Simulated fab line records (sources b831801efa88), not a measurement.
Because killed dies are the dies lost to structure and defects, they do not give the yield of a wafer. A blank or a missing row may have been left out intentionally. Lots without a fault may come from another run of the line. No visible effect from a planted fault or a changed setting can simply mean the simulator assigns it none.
Which tool was responsible? | flow sky130 | 33 wafers from 11 lots sampled at 6 of the route's 708 steps

## WHAT THE GAUGES SHOWED, per wafer
SKY_LDD_N_TW_MEAS_17. Usual: LDD_N_TW gives 2551 (standard deviation 27).
lot  | measured     | on            | LDD_N_TW       | flag
L544 | day 18 06:05 | film-metro-02 | 2585 2601 2594 |
L547 | day 19 08:50 | film-metro-02 | 2591 2585 2597 |
L548 | day 20 11:06 | film-metro-03 | 2465 2454 2469 | OFF
L549 | day 20 12:17 | film-metro-03 | 2543 2542 2519 |
L551 | day 21 02:47 | film-metro-03 | 2459 2451 2462 | OFF
L559 | day 23 14:43 | film-metro-02 | 2596 2601 2599 |
L561 | day 24 11:38 | film-metro-04 | 2535 2525 2548 |
L562 | day 24 22:17 | film-metro-03 | 2511 2540 2521 |
L563 | day 25 02:14 | film-metro-04 | 2562 2558 2545 |
L565 | day 25 21:15 | film-metro-03 | 2526 2530 2530 |
L566 | day 26 02:35 | film-metro-03 | 2537 2551 2523 |

SKY_LDD_P_CD_MEAS_07: target cd 380 nm. Usual: cd-nm reads 379.1 nm (standard deviation 2.4).
lot  | measured     | on        | cd-nm (nm)        | flag
L544 | day 19 12:19 | cd-sem-01 | 380.2 381.7 378.1 |
L547 | day 20 15:47 | cd-sem-01 | 378.9 378.9 379.9 |
L548 | day 21 17:35 | cd-sem-01 | 378.4 377.6 378.7 |
L549 | day 21 19:24 | cd-sem-02 | 379.6 380.8 381.1 |
L551 | day 22 09:17 | cd-sem-02 | 379.4 379.9 378.3 |
L559 | day 24 20:32 | cd-sem-02 | 376.4 378.2 379.2 |
L561 | day 25 17:05 | cd-sem-02 | 378.5 379.6 377.6 |
L562 | day 26 03:44 | cd-sem-01 | 376.4 378.3 378.4 |
L563 | day 26 07:43 | cd-sem-01 | 381.3 382.0 382.9 |
L565 | day 27 02:32 | cd-sem-01 | 382.1 382.7 380.7 |
L566 | day 27 08:44 | cd-sem-01 | 380.4 382.6 381.5 |

SKY_LDD_P_TW_MEAS_11. Usual: LDD_P_TW gives 630 (standard deviation 6.9).
lot  | measured     | on            | LDD_P_TW    | flag
L544 | day 19 12:44 | film-metro-04 | 622 621 623 |
L547 | day 20 16:12 | film-metro-01 | 635 638 635 |
L548 | day 21 17:58 | film-metro-01 | 636 636 639 |
L549 | day 21 19:48 | film-metro-01 | 639 636 634 |
L551 | day 22 09:42 | film-metro-03 | 625 628 625 |
L559 | day 24 20:55 | film-metro-03 | 624 624 624 |
L561 | day 25 17:30 | film-metro-03 | 625 622 620 |
L562 | day 26 04:09 | film-metro-04 | 627 631 631 |
L563 | day 26 08:07 | film-metro-01 | 638 640 637 |
L565 | day 27 02:55 | film-metro-01 | 632 634 633 |
L566 | day 27 09:11 | film-metro-03 | 620 622 622 |

## TOOL THAT RAN EACH LOT (tool first, then ch and the chambers of the sampled wafers, then the start)
lot  | SKY_RES_PROTECT_STRIP_07             | SKY_LDD_N_IMPLANT_09            | SKY_LDD_N_STRIP_16
L544 | plasma-asher-01 ch 0,1, day 15 14:18 | implanter-02 ch 0, day 18 04:58 | plasma-asher-02 ch 0,1, day 18 05:59
L547 | plasma-asher-02 ch 0,1, day 16 16:57 | implanter-02 ch 0, day 19 07:41 | plasma-asher-02 ch 0,1, day 19 08:44
L548 | plasma-asher-01 ch 0,1, day 17 15:20 | implanter-02 ch 0, day 20 09:59 | plasma-asher-02 ch 0,1, day 20 11:01
L549 | plasma-asher-04 ch 0,1, day 17 15:36 | implanter-04 ch 0, day 20 11:08 | plasma-asher-03 ch 0,1, day 20 12:11
L551 | plasma-asher-02 ch 0,1, day 18 08:08 | implanter-02 ch 0, day 21 01:38 | plasma-asher-04 ch 1, day 21 02:41
L559 | plasma-asher-01 ch 0,1, day 20 21:37 | implanter-01 ch 0, day 23 13:37 | plasma-asher-02 ch 0,1, day 23 14:37
L561 | plasma-asher-02 ch 0,1, day 21 17:51 | implanter-02 ch 0, day 24 10:29 | plasma-asher-03 ch 0,1, day 24 11:32
L562 | plasma-asher-02 ch 0,1, day 22 03:44 | implanter-02 ch 0, day 24 21:08 | plasma-asher-02 ch 0,1, day 24 22:11
L563 | plasma-asher-04 ch 0,1, day 22 07:17 | implanter-02 ch 0, day 25 01:07 | plasma-asher-03 ch 0,1, day 25 02:08
L565 | plasma-asher-04 ch 0,1, day 23 03:53 | implanter-01 ch 0, day 25 20:08 | plasma-asher-02 ch 0,1, day 25 21:10
L566 | plasma-asher-04 ch 0,1, day 23 10:26 | implanter-01 ch 0, day 26 01:26 | plasma-asher-03 ch 0,1, day 26 02:29
- SKY_RES_PROTECT_STRIP_07: strips in O2/N2.
- SKY_LDD_N_IMPLANT_09
- SKY_LDD_N_STRIP_16: strips in O2/N2.

## AS READ BY THE TOOLS THEMSELVES (means over the sampled wafers that have a number; for cases with no such wafer, the mark the record gives instead)
SKY_RES_PROTECT_STRIP_07. Usual: drypump-motor-current-A 5.4 A, standard deviation 0.44; o2-flow-sccm 3000 sccm, standard deviation 9.7; oes-product-au 0.518 a.u., standard deviation 0.0047; strip-time-to-endpoint-s 23.29 s, standard deviation 0.048.
lot  | tool            | drypump-motor-current-A (A) | o2-flow-sccm (sccm) | oes-product-au (a.u.) | strip-time-to-endpoint-s (s) | flag
L544 | plasma-asher-01 | 5.6                         | 3007                | 0.512                 | 23.17                        |
L547 | plasma-asher-02 | 5.2                         | 3001                | 0.520                 | 23.30                        |
L548 | plasma-asher-01 | 5.7                         | 2994                | 0.525                 | 23.31                        |
L549 | plasma-asher-04 | 5.2                         | 3003                | 0.522                 | 23.36                        |
L551 | plasma-asher-02 | 5.1                         | 2994                | 0.519                 | 23.28                        |
L559 | plasma-asher-01 | 5.6                         | 3005                | 0.518                 | 23.33                        |
L561 | plasma-asher-02 | 5.1                         | 2994                | 0.518                 | 23.24                        |
L562 | plasma-asher-02 | 5.2                         | 2997                | 0.513                 | 23.29                        |
L563 | plasma-asher-04 | 5.7                         | 3001                | 0.520                 | 23.27                        |
L565 | plasma-asher-04 | 5.7                         | 2990                | 0.519                 | 23.25                        |
L566 | plasma-asher-04 | 5.7                         | 3002                | 0.517                 | 23.28                        |

SKY_LDD_N_IMPLANT_09. Usual: dose-ions-cm2 7.501e+13, standard deviation 7.1e+10; faraday-current-uA 422, standard deviation 8.9.
lot  | tool         | dose-ions-cm2 | faraday-current-uA | flag
L544 | implanter-02 | 7.508e+13     | 427                |
L547 | implanter-02 | 7.495e+13     | 423                |
L548 | implanter-02 | 3.211e+13     | 182                | OFF
L549 | implanter-04 | 7.500e+13     | 416                |
L551 | implanter-02 | 3.208e+13     | 181                | OFF
L559 | implanter-01 | 7.495e+13     | 413                |
L561 | implanter-02 | 7.505e+13     | 427                |
L562 | implanter-02 | 7.503e+13     | 415                |
L563 | implanter-02 | 7.495e+13     | 427                |
L565 | implanter-01 | 7.499e+13     | 419                |
L566 | implanter-01 | 7.489e+13     | 427                |

SKY_LDD_N_STRIP_16. Usual: drypump-motor-current-A 5.5 A, standard deviation 0.47; o2-flow-sccm 3000 sccm, standard deviation 7.7; oes-product-au 0.407 a.u., standard deviation 0.0046; strip-time-to-endpoint-s 4.314 s, standard deviation 0.016.
lot  | tool            | drypump-motor-current-A (A) | o2-flow-sccm (sccm) | oes-product-au (a.u.) | strip-time-to-endpoint-s (s) | flag
L544 | plasma-asher-02 | 5.2                         | 3005                | 0.407                 | 4.312                        |
L547 | plasma-asher-02 | 5.1                         | 3006                | 0.408                 | 4.337                        |
L548 | plasma-asher-02 | 5.2                         | 2996                | 0.407                 | 4.192                        | OFF
L549 | plasma-asher-03 | 6.0                         | 3008                | 0.406                 | 4.309                        |
L551 | plasma-asher-04 | 6.1                         | 3003                | 0.407                 | 4.202                        | OFF
L559 | plasma-asher-02 | 5.1                         | 2999                | 0.409                 | 4.329                        |
L561 | plasma-asher-03 | 6.1                         | 3002                | 0.409                 | 4.328                        |
L562 | plasma-asher-02 | 5.2                         | 2994                | 0.411                 | 4.316                        |
L563 | plasma-asher-03 | 6.0                         | 3004                | 0.408                 | 4.327                        |
L565 | plasma-asher-02 | 5.2                         | 2996                | 0.410                 | 4.308                        |
L566 | plasma-asher-03 | 6.0                         | 2992                | 0.406                 | 4.288                        |

## THE ANSWER, worked out from the rows above alone
Rule: a lot counts as off when the mean over its wafers that have a number is more than 3 standard deviations away from the usual mean. A lot without any number at a reading at which 4 lots or more have one is off too. All remaining lots with rows at the step are treated as sound. First the gauges in route order, then the tools' own readings, where a lot's mean is used as printed above. At the first step where some lot is off, the reading lying furthest off is the one used; lots without a number count as furthest.
Off: L548, L551, seen at SKY_LDD_N_TW_MEAS_17 (LDD_N_TW).
If a tool, at a process step before that reading, ran all the lots that are off and no sound lot after the first of them, it fits. Not tried: the gauges at SKY_LDD_N_TW_MEAS_17; whatever is off there is also off at SKY_LDD_N_IMPLANT_09, on other tools, and gauge error can't account for it. None of those tried fits.

## WHAT THE SIMULATOR PUT IN
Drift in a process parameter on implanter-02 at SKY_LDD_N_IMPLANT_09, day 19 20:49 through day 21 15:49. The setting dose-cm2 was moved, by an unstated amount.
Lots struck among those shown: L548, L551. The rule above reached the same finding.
